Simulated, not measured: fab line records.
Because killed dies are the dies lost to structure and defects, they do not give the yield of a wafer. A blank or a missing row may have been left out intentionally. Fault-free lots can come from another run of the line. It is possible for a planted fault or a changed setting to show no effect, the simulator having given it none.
Which of the tools did it? :: flow sky130 :: 72 wafers from 24 lots sampled at 2 of the route's 708 steps

WHAT EACH GAUGE READ, for each wafer
SKY_CONTACT_THK_MEAS_03.
lot: L074
measured: day 31 03:19
on: film metro-01
CONTACT_HDPCVD_THK (nm): 564 561 564

lot: L076
measured: day 31 10:29
on: film metro-01
CONTACT_HDPCVD_THK (nm): 561 555 566

lot: L075
measured: day 31 13:43
on: film metro-01
CONTACT_HDPCVD_THK (nm): 575 566 570

lot: L077
measured: day 31 17:44
on: film metro-02
CONTACT_HDPCVD_THK (nm): 571 575 560

lot: L078
measured: day 31 21:48
on: film metro-02
CONTACT_HDPCVD_THK (nm): 570 570 569

lot: L079
measured: day 32 03:34
on: film metro-02
CONTACT_HDPCVD_THK (nm): 570 552 574

lot: L081
measured: day 32 19:25
on: film metro-02
CONTACT_HDPCVD_THK (nm): 557 569 557

lot: L080
measured: day 32 23:22
on: film metro-04
CONTACT_HDPCVD_THK (nm): 557 573 558

lot: L082
measured: day 33 00:20
on: film metro-02
CONTACT_HDPCVD_THK (nm): 571 570 569

lot: L083
measured: day 33 11:41
on: film metro-01
CONTACT_HDPCVD_THK (nm): 563 556 565

lot: L084
measured: day 33 21:08
on: film metro-02
CONTACT_HDPCVD_THK (nm): 561 560 555

lot: L085
measured: day 34 05:51
on: film metro-02
CONTACT_HDPCVD_THK (nm): 561 573 572

lot: L086
measured: day 34 07:58
on: film metro-01
CONTACT_HDPCVD_THK (nm): 566 570 562

lot: L087
measured: day 34 14:56
on: film metro-04
CONTACT_HDPCVD_THK (nm): 564 567 562

lot: L088
measured: day 34 21:49
on: film metro-01
CONTACT_HDPCVD_THK (nm): 562 565 574

lot: L089
measured: day 35 03:32
on: film metro-01
CONTACT_HDPCVD_THK (nm): 567 571 565

lot: L090
measured: day 35 14:05
on: film metro-04
CONTACT_HDPCVD_THK (nm): 573 565 572

lot: L091
measured: day 35 16:41
on: film metro-02
CONTACT_HDPCVD_THK (nm): 571 583 560

lot: L092
measured: day 36 08:26
on: film metro-04
CONTACT_HDPCVD_THK (nm): 557 566 572

lot: L093
measured: day 36 09:22
on: film metro-01
CONTACT_HDPCVD_THK (nm): 567 559 562

lot: L094
measured: day 36 20:29
on: film metro-04
CONTACT_HDPCVD_THK (nm): 567 564 570

lot: L095
measured: day 37 03:26
on: film metro-01
CONTACT_HDPCVD_THK (nm): 566 565 565

lot: L096
measured: day 37 07:02
on: film metro-01
CONTACT_HDPCVD_THK (nm): 554 562 560

lot: L097
measured: day 37 12:18
on: film metro-04
CONTACT_HDPCVD_THK (nm): 571 571 569

WHAT TOOL EACH LOT RAN ON (gives the tool, then ch and the chambers of the sampled wafers, and finally the start)
lot: L074
SKY_LI_CONTACT_CMP_24: cmp-02 ch 0,2,3, day 29 21:50

lot: L076
SKY_LI_CONTACT_CMP_24: cmp-01 ch 0,2,3, day 30 05:20

lot: L075
SKY_LI_CONTACT_CMP_24: cmp-02 ch 0,1,3, day 30 08:14

lot: L077
SKY_LI_CONTACT_CMP_24: cmp-01 ch 1,2, day 30 12:02

lot: L078
SKY_LI_CONTACT_CMP_24: cmp-01 ch 1,2, day 30 16:34

lot: L079
SKY_LI_CONTACT_CMP_24: cmp-01 ch 0,2,3, day 30 22:07

lot: L081
SKY_LI_CONTACT_CMP_24: cmp-02 ch 0,1,3, day 31 15:25

lot: L080
SKY_LI_CONTACT_CMP_24: cmp-02 ch 0,1,3, day 31 18:57

lot: L082
SKY_LI_CONTACT_CMP_24: cmp-01 ch 1,2,3, day 31 20:04

lot: L083
SKY_LI_CONTACT_CMP_24: cmp-02 ch 1,2,3, day 32 07:04

lot: L084
SKY_LI_CONTACT_CMP_24: cmp-02 ch 0,2,3, day 32 16:47

lot: L085
SKY_LI_CONTACT_CMP_24: cmp-01 ch 0,2,3, day 33 01:15

lot: L086
SKY_LI_CONTACT_CMP_24: cmp-01 ch 1,3, day 33 03:10

lot: L087
SKY_LI_CONTACT_CMP_24: cmp-01 ch 0,1, day 33 11:18

lot: L088
SKY_LI_CONTACT_CMP_24: cmp-02 ch 0,2,3, day 33 18:17

lot: L089
SKY_LI_CONTACT_CMP_24: cmp-01 ch 0,1,2, day 33 22:56

lot: L090
SKY_LI_CONTACT_CMP_24: cmp-01 ch 1,2, day 34 09:47

lot: L091
SKY_LI_CONTACT_CMP_24: cmp-02 ch 1,2,3, day 34 12:22

lot: L092
SKY_LI_CONTACT_CMP_24: cmp-01 ch 1,2,3, day 35 05:03

lot: L093
SKY_LI_CONTACT_CMP_24: cmp-02 ch 1,2,3, day 35 06:14

lot: L094
SKY_LI_CONTACT_CMP_24: cmp-02 ch 0,1,2, day 35 17:59

lot: L095
SKY_LI_CONTACT_CMP_24: cmp-01 ch 0,1,2, day 36 00:00

lot: L096
SKY_LI_CONTACT_CMP_24: cmp-02 ch 0,3, day 36 03:09

lot: L097
SKY_LI_CONTACT_CMP_24: cmp-02 ch 0,1,3, day 36 09:13
- SKY_LI_CONTACT_CMP_24: polishes, stops on PSG, t overpolish 20 s, target thk 0 nm.

AS READ BY THE TOOLS THEMSELVES (means over the sampled wafers that have a number; for cases with no such wafer, the mark the record gives instead)
SKY_LI_CONTACT_CMP_24.
lot: L074
tool: cmp-02
motor current A (A): 11.1
overpolish run s (s): 19.999
time to endpoint s (s): 90

lot: L076
tool: cmp-01
motor current A (A): 11.1
overpolish run s (s): 20.007
time to endpoint s (s): 95

lot: L075
tool: cmp-02
motor current A (A): 11.1
overpolish run s (s): 19.995
time to endpoint s (s): 93

lot: L077
tool: cmp-01
motor current A (A): 10.7
overpolish run s (s): 19.999
time to endpoint s (s): 98

lot: L078
tool: cmp-01
motor current A (A): 11.3
overpolish run s (s): 19.998
time to endpoint s (s): 98

lot: L079
tool: cmp-01
motor current A (A): 10.8
overpolish run s (s): 19.996
time to endpoint s (s): 93

lot: L081
tool: cmp-02
motor current A (A): 11.2
overpolish run s (s): 20.003
time to endpoint s (s): 91

lot: L080
tool: cmp-02
motor current A (A): 11.5
overpolish run s (s): 20.004
time to endpoint s (s): 90

lot: L082
tool: cmp-01
motor current A (A): 10.3
overpolish run s (s): 19.994
time to endpoint s (s): 92

lot: L083
tool: cmp-02
motor current A (A): 11.5
overpolish run s (s): 19.999
time to endpoint s (s): 94

lot: L084
tool: cmp-02
motor current A (A): 11.2
overpolish run s (s): 19.995
time to endpoint s (s): 96

lot: L085
tool: cmp-01
motor current A (A): 11.0
overpolish run s (s): 19.992
time to endpoint s (s): 95

lot: L086
tool: cmp-01
motor current A (A): 10.1
overpolish run s (s): 19.995
time to endpoint s (s): 93

lot: L087
tool: cmp-01
motor current A (A): 12.6
overpolish run s (s): 19.992
time to endpoint s (s): 98

lot: L088
tool: cmp-02
motor current A (A): 10.9
overpolish run s (s): 20.006
time to endpoint s (s): 94

lot: L089
tool: cmp-01
motor current A (A): 12.1
overpolish run s (s): 19.997
time to endpoint s (s): 95

lot: L090
tool: cmp-01
motor current A (A): 11.3
overpolish run s (s): 20.006
time to endpoint s (s): 100

lot: L091
tool: cmp-02
motor current A (A): 11.1
overpolish run s (s): 19.997
time to endpoint s (s): 96

lot: L092
tool: cmp-01
motor current A (A): 10.4
overpolish run s (s): 20.002
time to endpoint s (s): 95

lot: L093
tool: cmp-02
motor current A (A): 11.5
overpolish run s (s): 20.001
time to endpoint s (s): 94

lot: L094
tool: cmp-02
motor current A (A): 11.0
overpolish run s (s): 19.998
time to endpoint s (s): 90

lot: L095
tool: cmp-01
motor current A (A): 12.4
overpolish run s (s): 19.991
time to endpoint s (s): 98

lot: L096
tool: cmp-02
motor current A (A): 11.0
overpolish run s (s): 19.993
time to endpoint s (s): 97

lot: L097
tool: cmp-02
motor current A (A): 11.3
overpolish run s (s): 20.001
time to endpoint s (s): 96

THE ANSWER, worked out from the rows above alone
Rule: what is usual is taken from the lots themselves. Put in order of their means at a reading, lots are off if they are a third of the lots or fewer, leave a main group of 4 or more, and stand apart from it by a gap of 3 or more times the standard deviation of the main group's means; of several such gaps the widest counts. If all means in a main group match to the digits the tables above print for the reading, that group is not used. Also off: a lot with no number at a reading for which 4 or more lots have one. Any other lot the step has rows for is counted as sound. Order of review: gauges by route order, followed by the tools' own readings, for which a lot's mean as printed above is used. The first step at which some lot is off is used, and at that step the reading that is off furthest; a lot without a number counts as furthest.
No lot is off on any of the readings shown, so nothing can be concluded from this.

WHAT HAD BEEN PUT IN BY THE SIMULATOR
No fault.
